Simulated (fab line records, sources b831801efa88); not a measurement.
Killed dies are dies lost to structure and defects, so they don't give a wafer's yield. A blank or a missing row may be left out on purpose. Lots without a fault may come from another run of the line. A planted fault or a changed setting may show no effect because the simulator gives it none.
Problem report in the 8D (eight disciplines) form, filled by code | flow sky130 | the parts of the form that need people (team, actions taken, sign-off) are left out

1. THE PROBLEM
rotation_deg at SKY_LDD_N_IMPLANT_13 reads a mean of 281.640 degrees on 6 wafers of 2 lots; wafers without a fault read 89.997 degrees with a standard deviation of 0.029. That is +99 or more standard deviations from the usual mean.
First seen on wafer L286.1, day 23 13:44, on implanter-03. The record holds 18 wafers of 6 lots with a number at this step. Rule for "out", or "out of limits": more than 4 standard deviations from the usual mean. The other wafers with a number count as sound.

2. WHAT IT IS AND WHAT IT IS NOT
question                    | is                     | is not
which readings at this step | rotation_deg           | -
which lots                  | L286, L287             | L279, L280, L295, L296
which wafers of those lots  | all that have a number | -
read on which tools         | implanter-03           | implanter-01, implanter-04
when                        | from day 23 13:44      | up to then (6 sound wafers); but 6 sound wafers of L295, L296 came after

3. SUSPECTS, AND WHAT RULES EACH OUT
Counting: a tool at a process step up to the reading stays a suspect if it ran every lot that is out and no sound lot after the first of them.
- implanter-03 at SKY_LDD_N_IMPLANT_13: kept. It ran every lot that is out, first L286 (day 23 13:44), and no sound lot after that; its last sound lot up to then is L279 (day 20 16:20). Its own readings are out on those wafers: rotation_deg.
Left after counting: implanter-03 at SKY_LDD_N_IMPLANT_13.

4. THE CAUSE (what the simulator had put in)
Process parameter drift: implanter-03, from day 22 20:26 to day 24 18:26, at SKY_LDD_N_IMPLANT_13. Setting rotation_deg, moved by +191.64, from 90. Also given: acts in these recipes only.
Counting left only this tool.

5. THE CHAIN OF EFFECTS, in route order
Each row: a reading whose mean over the struck wafers that have a number lies more than 3 standard deviations from the usual. Only readings for which the record gives a usual standard deviation are gone through. hours: the time from each lot's start at the first step in this table that gives one to its start at this step, as a median over the lots. sigmas: the change in usual standard deviations.
hours | step                 | reading      | usual          | on struck wafers | change   | sigmas
0     | SKY_LDD_N_IMPLANT_13 | rotation_deg | 89.997 degrees | 281.640          | +191.643 | +99 or more
The process steps in it:
- SKY_LDD_N_IMPLANT_13

6. WHAT WOULD HAVE CAUGHT IT SOONER
In this record the first reading out of limits was taken at day 23 13:44, 17 hours after the fault began at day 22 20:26.
